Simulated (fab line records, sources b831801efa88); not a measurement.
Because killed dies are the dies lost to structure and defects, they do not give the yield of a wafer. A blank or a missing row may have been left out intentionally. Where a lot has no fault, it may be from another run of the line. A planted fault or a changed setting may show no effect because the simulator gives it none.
Matching of chambers	flow sky130	SKY_VIA4_CMP_21 on cmp-02: 4 sister chambers
The step polishes, stops on SiO2, t overpolish 25 s, target thk 0 nm. 4 wafers are shown with their chamber, then 6 later ones without.

WAFERS, EACH WITH ITS CHAMBER
wafer	chamber	motor-current-A (A)
L341.5	0	10.9
L342.2	2	12.7
L343.1	3	10.8
L343.4	1	9.6

WAFERS WHOSE CHAMBER IS MISSING
wafer	motor-current-A (A)
L343.6	9.5
L344.2	11.0
L344.3	12.3
L344.4	10.4
L349.3	12.6
L349.6	12.2

CHAMBER TAKEN BY EACH
wafer	from the rows above	in truth
L343.6	1	1
L344.2	can't be placed: 0 or 3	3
L344.3	2	2
L344.4	can't be placed: 3 or 0 or 1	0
L349.3	2	2
L349.6	2	2
Correct placement for 4 of the 6. Unplaceable from these rows: 2, with the true chamber sitting among the candidates in 2. Wrongly placed: 0.
How it was worked out, from the rows above alone: a wafer's distance from a chamber is the root of the sum, over the readings, of the square of ((its reading less the chamber's mean) divided by the reading's scatter). The wafer belongs to the nearest chamber; if the next one is less than 2 further off, it can't be placed. The mean given for a chamber averages the wafers shown for that chamber. The scatter: with one shown wafer a chamber, the root of the mean of the squares of how far each hidden wafer lies from its nearest shown one.
